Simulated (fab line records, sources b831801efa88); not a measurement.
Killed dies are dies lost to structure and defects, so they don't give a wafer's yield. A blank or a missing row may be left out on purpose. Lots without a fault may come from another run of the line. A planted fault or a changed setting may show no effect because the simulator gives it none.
fab line records | flow sky130
record lots=7 wafers=21 last_day=50
route steps=708 shown VIA2@524 METAL3@532 CAPM@537
lots that met no fault: from a run of the same line without faults
start_h: hours from the record's first day to the start of the lot's first wafer shown | wait_h: hours since the lot's step before | " the same as in the row above | L1.1+2: a row that stands for several wafers | - no value, or no start given | * or withheld: withheld | < > ~ a bound
route shown NAME@n: a module of which the file shows steps, and the number in the route of the first | usual: mean/standard deviation of fault-free wafers | same: alike in all rows | chamber/n: place in a boat | sites: the reading at each site | _std_site: their standard deviation | _edge_site: outer sites' mean less inner sites' | radius_mm: how far each site lies from the wafer's centre | mask NAME#n: copy n | behind: the tool/chamber that last shaped the wafer | hold: why the lot was held/for how many hours/how that ended | device: the transistor (n, p or np) that didn't switch | end of line: the same wafers' tests at the end of the route | a step without rows: its recipe alone | killed: dies lost to structure and defects at the first sort, not the wafer's yield | map: a wafer's dies, x killed, . not, _ none there
set.NAME: the setting as run; set.NAME@STEP: as run at that earlier step | model.NAME: the simulator's own value behind a step, which no gauge read
lots at some steps of the route; a table a step, a row a wafer
services: from which hour (start_h, from the record's first day; less than 0 if before it) a tool's chamber was out of use, for how many hours, and why
## steps
# step SKY_VIA2_STRIP_17
# recipe chemistry=post_etch_residue_remover time_s=1200 temp_c=72.5
# step SKY_VIA2_CLEAN_18
# recipe chemistry=IPA time_s=180 temp_c=25
# step SKY_VIA2_CLEAN_19
# recipe chemistry=O3/DIW dry=n2_spin
# step SKY_VIA2_SPUTTER_20
# recipe material=TiN target_thk_nm=20 chamber_pressure_pa=5 power_w=4000 time_s=80
# step SKY_VIA2_CVD_21
# recipe material=W target_thk_nm=420 time_s=126.4 temp_c=400 pressure_torr=40
# usual heater_power_w=813/78
# columns lot.wafer tool chamber start_h wait_h heater_power_w
L137.4 cvd_w-01 0 888.48 0.1 868
L137.5 " 0 " " 887
L137.6 " 1 " " 904
L138.1 cvd_w-02 0 890.33 0.0 699
L138.4 " 1 " " 774
L138.5 " 0 " " 722
L139.2 cvd_w-02 1 902.49 0.0 771
L139.4 " 0 " " 708
L139.5 " 0 " " 726
L147.1 cvd_w-01 0 958.29 0.0 850
L147.3 " 0 " " 861
L147.5 " 0 " " 843
L150.2 cvd_w-02 1 978.72 0.0 780
L150.3 " 0 " " 708
L150.6 " 1 " " 767
L151.2 cvd_w-02 1 985.19 0.0 775
L151.3 " 1 " " 773
L151.6 " 0 " " 728
L155.4 cvd_w-01 1 1013.19 0.1 898
L155.5 " 1 " " 917
L155.6 " 0 " " 876
# step SKY_VIA2_RS_MEAS_22
# recipe thk_meas_gauge=four-point-probe reads=W_of_VIA2_CVD_21+TiN_of_VIA2_SPUTTER_20
# usual VIA2_W_RS=0.2740/0.0028
# columns lot.wafer tool chamber start_h wait_h VIA2_W_RS[ohm/sq]
L137.4 film_metro-01 - 888.62 0.1 0.2777
L137.5 " - " " 0.2769
L137.6 " - " " 0.2741
L138.1 film_metro-01 - 890.46 0.1 0.2730
L138.4 " - " " 0.2742
L138.5 " - " " 0.2714
L139.2 film_metro-01 - 902.64 0.1 0.2727
L139.4 " - " " 0.2746
L139.5 " - " " 0.2742
L147.1 film_metro-01 - 958.42 0.1 0.2786
L147.3 " - " " 0.2774
L147.5 " - " " 0.2769
L150.2 film_metro-03 - 978.87 0.1 0.2732
L150.3 " - " " 0.2722
L150.6 " - " " 0.2743
L151.2 film_metro-04 - 985.34 0.1 0.2711
L151.3 " - " " 0.2690
L151.6 " - " " 0.2717
L155.4 film_metro-03 - 1013.33 0.1 0.2774
L155.5 " - " " 0.2772
L155.6 " - " " 0.2777
# step SKY_VIA2_THK_MEAS_23
# recipe thk_meas_gauge=xrf reads=W_of_VIA2_CVD_21
# usual VIA2_W_THK=414/6.2
# columns lot.wafer tool chamber start_h wait_h VIA2_W_THK[nm]
L137.4 film_metro-01 - 888.71 0.1 400
L137.5 " - " " 400
L137.6 " - " " 407
L138.1 film_metro-01 - 890.58 0.1 405
L138.4 " - " " 407
L138.5 " - " " 406
L139.2 film_metro-01 - 902.75 0.1 407
L139.4 " - " " 408
L139.5 " - " " 402
L147.1 film_metro-01 - 958.54 0.1 410
L147.3 " - " " 412
L147.5 " - " " 409
L150.2 film_metro-03 - 978.98 0.1 419
L150.3 " - " " 423
L150.6 " - " " 419
L151.2 film_metro-04 - 985.45 0.1 420
L151.3 " - " " 421
L151.6 " - " " 418
L155.4 film_metro-03 - 1013.42 0.1 411
L155.5 " - " " 413
L155.6 " - " " 410
# step SKY_VIA2_CMP_24
# recipe stop_on=SiO2 t_overpolish_s=20 down_force_psi=3.5 platen_rpm=60 target_thk_nm=0 pad_velocity_m_s=0.94248
# step SKY_METAL3_SPUTTER_00
# recipe material=Ti target_thk_nm=15 power_w=3000 time_s=10 chamber_pressure_pa=0.4
# usual cathode_dc_power_W=3000.0/0.56 throttle_valve_pct=30.3/0.69
# columns lot.wafer tool chamber start_h wait_h cathode_dc_power_W throttle_valve_pct
L137.4 pvd_sputter-04 - 889.04 0.1 2999.8 31.7
L137.5 " - " " 3000.3 30.3
L137.6 " - " " 3000.2 31.5
L138.1 pvd_sputter-04 - 890.94 0.2 2998.4 30.0
L138.4 " - " " 3000.5 29.4
L138.5 " - " " 3000.0 30.2
L139.2 pvd_sputter-04 - 903.10 0.2 3000.2 31.7
L139.4 " - " " 2999.7 29.3
L139.5 " - " " 2998.9 30.0
L147.1 pvd_sputter-01 - 958.90 0.2 3000.5 30.9
L147.3 " - " " 2999.4 29.7
L147.5 " - " " 2999.4 29.8
L150.2 pvd_sputter-04 - 979.33 0.1 2999.4 31.7
L150.3 " - " " 3001.2 30.0
L150.6 " - " " 3000.6 30.0
L151.2 pvd_sputter-03 - 985.80 0.2 3000.4 30.1
L151.3 " - " " 3000.2 30.0
L151.6 " - " " 3000.6 30.2
L155.4 pvd_sputter-01 - 1013.75 0.2 2999.9 29.9
L155.5 " - " " 3000.4 29.9
L155.6 " - " " 3000.6 31.0
# step SKY_METAL3_SPUTTER_01
# recipe material=TiN target_thk_nm=20 power_w=6500 time_s=16.7 chamber_pressure_pa=0.4
# usual cathode_dc_power_W=6499.9/1.1 throttle_valve_pct=30.3/0.71
# columns lot.wafer tool chamber start_h wait_h cathode_dc_power_W throttle_valve_pct
L137.4 pvd_sputter-04 - 889.07 0.0 6501.1 31.9
L137.5 " - " " 6500.2 30.3
L137.6 " - " " 6499.8 31.7
L138.1 pvd_sputter-04 - 890.97 0.0 6497.5 30.1
L138.4 " - " " 6499.8 29.4
L138.5 " - " " 6496.8 30.1
L139.2 pvd_sputter-04 - 903.12 0.0 6500.5 31.6
L139.4 " - " " 6499.7 29.3
L139.5 " - " " 6498.8 29.9
L147.1 pvd_sputter-01 - 958.92 0.0 6498.0 30.8
L147.3 " - " " 6499.2 29.9
L147.5 " - " " 6500.9 30.0
L150.2 pvd_sputter-04 - 979.35 0.0 6497.5 31.8
L150.3 " - " " 6499.2 30.0
L150.6 " - " " 6500.8 30.1
L151.2 pvd_sputter-03 - 985.82 0.0 6500.0 30.0
L151.3 " - " " 6500.0 30.1
L151.6 " - " " 6499.9 30.1
L155.4 pvd_sputter-01 - 1013.78 0.0 6498.5 30.2
L155.5 " - " " 6500.5 30.0
L155.6 " - " " 6500.8 30.9
# step SKY_METAL3_SPUTTER_02
# recipe material=AlCu target_thk_nm=735 power_w=10600 time_s=39.1 chamber_pressure_pa=0.4
# step SKY_METAL3_SPUTTER_03
# recipe material=Ti target_thk_nm=5 power_w=3000 time_s=3.3 chamber_pressure_pa=0.4
# usual cathode_dc_power_W=3000.0/0.52 throttle_valve_pct=30.3/0.69
# columns lot.wafer tool chamber start_h wait_h cathode_dc_power_W throttle_valve_pct
L137.4 pvd_sputter-04 - 889.13 0.0 3000.3 31.7
L137.5 " - " " 2999.7 30.1
L137.6 " - " " 3000.8 31.4
L138.1 pvd_sputter-04 - 891.03 0.0 2999.3 30.2
L138.4 " - " " 2999.7 29.4
L138.5 " - " " 2999.5 30.4
L139.2 pvd_sputter-04 - 903.19 0.0 2999.9 31.5
L139.4 " - " " 3000.3 29.4
L139.5 " - " " 2999.9 30.2
L147.1 pvd_sputter-01 - 958.99 0.0 2999.9 30.8
L147.3 " - " " 2998.5 29.9
L147.5 " - " " 3000.1 30.2
L150.2 pvd_sputter-04 - 979.42 0.0 3000.2 31.4
L150.3 " - " " 2998.8 30.1
L150.6 " - " " 3000.3 29.8
L151.2 pvd_sputter-03 - 985.88 0.0 2999.7 30.3
L151.3 " - " " 3000.3 30.3
L151.6 " - " " 3000.3 29.7
L155.4 pvd_sputter-01 - 1013.84 0.0 3000.1 29.8
L155.5 " - " " 3000.4 30.1
L155.6 " - " " 2999.8 31.1
# step SKY_METAL3_SPUTTER_04
# recipe material=TiN target_thk_nm=70 power_w=6500 time_s=58.3 chamber_pressure_pa=0.4
# usual cathode_dc_power_W=6500.1/1.2 throttle_valve_pct=30.3/0.68
# columns lot.wafer tool chamber start_h wait_h cathode_dc_power_W throttle_valve_pct model.TiN_of_METAL3_SPUTTER_04.thk_nm
L137.4 pvd_sputter-04 - 889.15 0.0 5557.2 31.6 60.78
L137.5 " - " " 5558.5 29.8 60.14
L137.6 " - " " 5558.0 31.6 60.89
L138.1 pvd_sputter-04 - 891.05 0.0 5555.6 30.2 59.26
L138.4 " - " " 5557.0 29.6 59.7
L138.5 " - " " 5557.6 30.0 59.41
L139.2 pvd_sputter-04 - 903.21 0.0 5557.7 31.7 60.77
L139.4 " - " " 5557.8 29.6 60.64
L139.5 " - " " 5557.7 30.3 60.42
L147.1 pvd_sputter-01 - 959.00 0.0 6501.5 30.8 70.06
L147.3 " - " " 6501.8 30.1 70.62
L147.5 " - " " 6500.9 29.9 70.04
L150.2 pvd_sputter-04 - 979.43 0.0 6500.3 31.9 70.54
L150.3 " - " " 6499.7 30.1 70.23
L150.6 " - " " 6498.0 30.2 70.16
L151.2 pvd_sputter-03 - 985.90 0.0 6499.9 30.1 69.29
L151.3 " - " " 6499.9 30.4 70.15
L151.6 " - " " 6497.7 30.3 69.77
L155.4 pvd_sputter-01 - 1013.86 0.0 6499.9 30.2 70.25
L155.5 " - " " 6499.9 29.8 70.17
L155.6 " - " " 6501.1 31.0 69.59
# step SKY_CAPM_CVD_00
# recipe material=SiO2 target_thk_nm=15.5 temp_c=400 time_s=withheld rf_w=450
# usual heater_power_w=669/99 rf_fwd_power_W=441.7/1.9
# columns lot.wafer tool chamber start_h wait_h heater_power_w rf_fwd_power_W
L137.4 pecvd-03 2 889.21 0.0 795 441.1
L137.5 " 0 " " 850 438.5
L137.6 " 1 " " 527 439.7
L138.1 pecvd-01 1 891.10 0.0 649 442.0
L138.4 " 1 " " 653 439.3
L138.5 " 0 " " 683 443.5
L139.2 pecvd-03 1 903.26 0.0 475 437.2
L139.4 " 0 " " 881 438.9
L139.5 " 1 " " 478 436.5
L147.1 pecvd-04 1 959.05 0.0 696 441.3
L147.3 " 0 " " 584 440.0
L147.5 " 1 " " 718 441.7
L150.2 pecvd-04 0 979.48 0.0 671 442.9
L150.3 " 2 " " 586 440.2
L150.6 " 2 " " 598 440.4
L151.2 pecvd-04 1 985.95 0.0 624 443.2
L151.3 " 0 " " 693 443.2
L151.6 " 1 " " 618 441.9
L155.4 pecvd-04 2 1013.92 0.0 643 438.9
L155.5 " 0 " " 628 442.2
L155.6 " 1 " " 706 443.0
## services
# columns tool chamber start_h hours kind
pecvd-04 1 877.31 5.5 scheduled_down
pecvd-03 0 890.72 5.5 repair
pecvd-03 - 903.64 6.0 pm
cvd_w-01 - 904.00 14.0 pm
pecvd-04 - 907.36 4.0 repair
pvd_sputter-03 - 911.76 4.0 repair
pecvd-04 1 914.14 2.1 scheduled_down
cvd_w-02 1 933.41 2.8 repair
pvd_sputter-01 0 943.35 - consumable_replace:kit
pvd_sputter-01 0 943.35 18.0 scheduled_down
pvd_sputter-01 0 943.35 18.0 vent_cycle
pecvd-03 - 949.64 1.4 repair
pvd_sputter-01 - 953.55 0.6 repair
pecvd-03 0 957.92 6.2 repair
pecvd-03 - 962.02 0.5 repair
pecvd-04 2 973.61 4.2 repair
pecvd-03 - 975.01 17.5 repair
pvd_sputter-03 3 990.95 - consumable_replace:kit
pvd_sputter-03 3 990.95 18.0 scheduled_down
pvd_sputter-03 3 990.95 18.0 vent_cycle
pecvd-01 - 1001.20 5.6 repair
pvd_sputter-04 - 1002.12 4.5 repair
cvd_w-01 0 1005.84 2.9 repair
pecvd-01 - 1012.35 3.3 repair
## key
first_sign step=SKY_METAL3_SPUTTER_04 reading=cathode_dc_power_W direction=down sigmas=99+ usual=6500.1 struck=5557.5
effect none on later readings
model_effect step=SKY_METAL3_SPUTTER_04 value=TiN_of_METAL3_SPUTTER_04.thk_nm without=70.37 struck=60.22
met_at SKY_METAL3_SPUTTER_04
struck_wafers L137.4,L137.5,L137.6,L138.1,L138.4,L138.5,L139.2,L139.4,L139.5
fault kind=process_parameter_drift tool=pvd_sputter-04 chamber=- onset_h=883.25 steps=SKY_METAL3_SPUTTER_04 channel=power_w offset=* shape=step end_h=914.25 acts_in=* stated=*
